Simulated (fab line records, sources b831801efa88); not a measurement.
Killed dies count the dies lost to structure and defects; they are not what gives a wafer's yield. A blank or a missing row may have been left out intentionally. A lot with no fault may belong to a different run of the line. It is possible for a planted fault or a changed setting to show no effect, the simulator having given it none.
A struck lot beside a sound one + flow sky130 + 19 out of 708 route steps
Sound: the wafers L742.3, L742.4, L742.5. Struck: wafers L749.2, L749.3, L749.4. At the end, the cause is stated.
Each step with rows lists, per side, the tool, then ch with its chambers, then its first start. Under that, the readings that differ: sound wafers + struck wafers + difference of the means + sigmas: that difference in standard deviations of wafers without a fault.
alike: readings whose means differ by less than 2 such deviations, and words and numbers that are the same on both sides. not compared: withheld readings, readings that some wafer has no value for, bounds like >300 that may hide the same value, and numbers for which the record gives no deviation and whose values overlap.
The two part at a step that has a row with sigmas, a row that says differs or no value, or rows on one side only. When numbers do not overlap yet have no deviation, they are printed without sigmas and do not part them. Lack of a reading on every wafer of one side parts them only where that side has two or more wafers.

first, 1 step without rows for these wafers: SKY_LDD_HVP_IMPLANT_08.
SKY_LDD_HVP_STRIP_09: strips in O2/N2.
  sound on plasma-asher-01 ch 0,1, day 25 10:27; struck on plasma-asher-03 ch 0,1, day 28 00:59
| reading                     | sound       | struck      | difference | sigmas |
|-----------------------------|-------------|-------------|------------|--------|
| drypump-motor-current-A (A) | 5.6 5.2 5.1 | 6.8 6.8 5.9 | +1.2       | +2     |
  alike: oes-product-au, strip-time-to-endpoint-s
  not compared: rf-hours-counter-h
SKY_LDD_HVP_TW_MEAS_10:
  sound on film-metro-02, day 25 10:32; struck on film-metro-01, day 28 01:06
  alike: LDD_HVP_TW
then, 7 steps without rows for these wafers: SKY_LDD_LDN_DEHYDRATE_00 (time 60 s); SKY_LDD_LDN_HMDS_01 (prime time 60 s); SKY_LDD_LDN_COAT_02 (resist thk 1140 nm); SKY_LDD_LDN_SOFTBAKE_03 (time 60 s); SKY_LDD_LDN_EXPOSE_04 (exposes mask LDNTM, target cd 700 nm); SKY_LDD_LDN_PEB_05; SKY_LDD_LDN_DEVELOP_06 (develop time 60 s).
SKY_LDD_LDN_OVL_MEAS_07:
  sound on overlay-01, day 26 15:38; struck on overlay-02, day 29 05:23
  alike: LDD_LDN_OVL
next, for these wafers, 1 step has no rows: SKY_LDD_LDN_IMPLANT_08.
SKY_LDD_LDN_IMPLANT_09:
  sound on implanter-04 ch 0, day 26 15:52; struck on implanter-03 ch 0, day 29 05:36
| reading                   | sound             | struck            | difference | sigmas |
|---------------------------|-------------------|-------------------|------------|--------|
| implant-ion-amu           | 75 75 75          | 31 31 31          | -44        |        |
| model.implant.rp-nm (nm)  | 12.7 12.7 12.7    | 23.44 23.44 23.44 | +10.74     |        |
| model.implant.drp-nm (nm) | 5.933 5.933 5.933 | 10.9 10.9 10.9    | +5.0       |        |
then, 2 steps without rows for these wafers: SKY_LDD_LDN_IMPLANT_10; SKY_LDD_LDN_IMPLANT_11.
SKY_LDD_LDN_STRIP_12: strips in O2/N2.
  sound on plasma-asher-04 ch 0,1, day 26 16:17; struck on plasma-asher-01 ch 0,1, day 29 06:01
| reading                      | sound             | struck            | difference | sigmas |
|------------------------------|-------------------|-------------------|------------|--------|
| drypump-motor-current-A (A)  | 6.5 6.3 6.5       | 5.1 5.6 5.2       | -1.1       | -2     |
| strip-time-to-endpoint-s (s) | 14.21 14.25 14.21 | 14.17 14.09 14.13 | -0.09      | -2     |
  alike: oes-product-au
  not compared: rf-hours-counter-h
SKY_LDD_LDN_TW_MEAS_13:
  sound on film-metro-02, day 26 16:23; struck on film-metro-02, day 29 06:08
| reading    | sound          | struck         | difference | sigmas |
|------------|----------------|----------------|------------|--------|
| LDD_LDN_TW | 1499 1501 1492 | 1435 1439 1440 | -59        | -3     |
then, 1 step without rows for these wafers: SKY_LDD_LDN_CLEAN_14 (cleans in SC1/SC2, time 150 s).
-- a jump in the record: the struck wafers' starts before and after are 21 days apart (it breaks off in module LDD_LDN and resumes in module PAD_OPEN, where the first step shown is number 708 of the route) --
SKY_PAD_OPEN_PROBE_99:
  sound on prober-01, day 48 12:16; struck on prober-01, day 50 05:53
| reading                                     | sound                   | struck                  | difference | sigmas |
|---------------------------------------------|-------------------------|-------------------------|------------|--------|
| model.etest.tip-sonos.rs-ohm-sq             | 2656 2730 2714          | 1890 1880 1903          | -809       |        |
| model.etest.sonos-uncharged.r-on-ohm-um     | 819.4 824 833.3         | 742.1 749.5 738         | -82.4      |        |
| model.etest.sonos-programmed.off-log10-a-um | -13.88 -14.04 -13.99    | -12.26 -11.72 -12.12    | +1.94      |        |
| model.etest.sonos-uncharged.vt-v (V)        | -0.4288 -0.4525 -0.4058 | -0.5808 -0.5649 -0.6008 | -0.1531    |        |
| model.etest.sonos-erased.vt-v (V)           | -2.247 -2.25 -2.235     | -2.505 -2.47 -2.49      | -0.244     |        |
  alike: killed_at_M0_to_M3, killed_at_M4_up, killed-at-contacts, killed-at-front-end, killed-at-other, killed-dies, killed-open, killed-short
  not compared: model.etest.sonos-programmed.vt-v, model.etest.sonos-baked.vt-v

## WHERE THEY PART
At SKY_LDD_HVP_STRIP_09 first; at SKY_LDD_LDN_TW_MEAS_13 last (within this record only). Later steps at which nothing parts them and some readings are alike: SKY_PAD_OPEN_PROBE_99.

WHY: what had been put in by the simulator
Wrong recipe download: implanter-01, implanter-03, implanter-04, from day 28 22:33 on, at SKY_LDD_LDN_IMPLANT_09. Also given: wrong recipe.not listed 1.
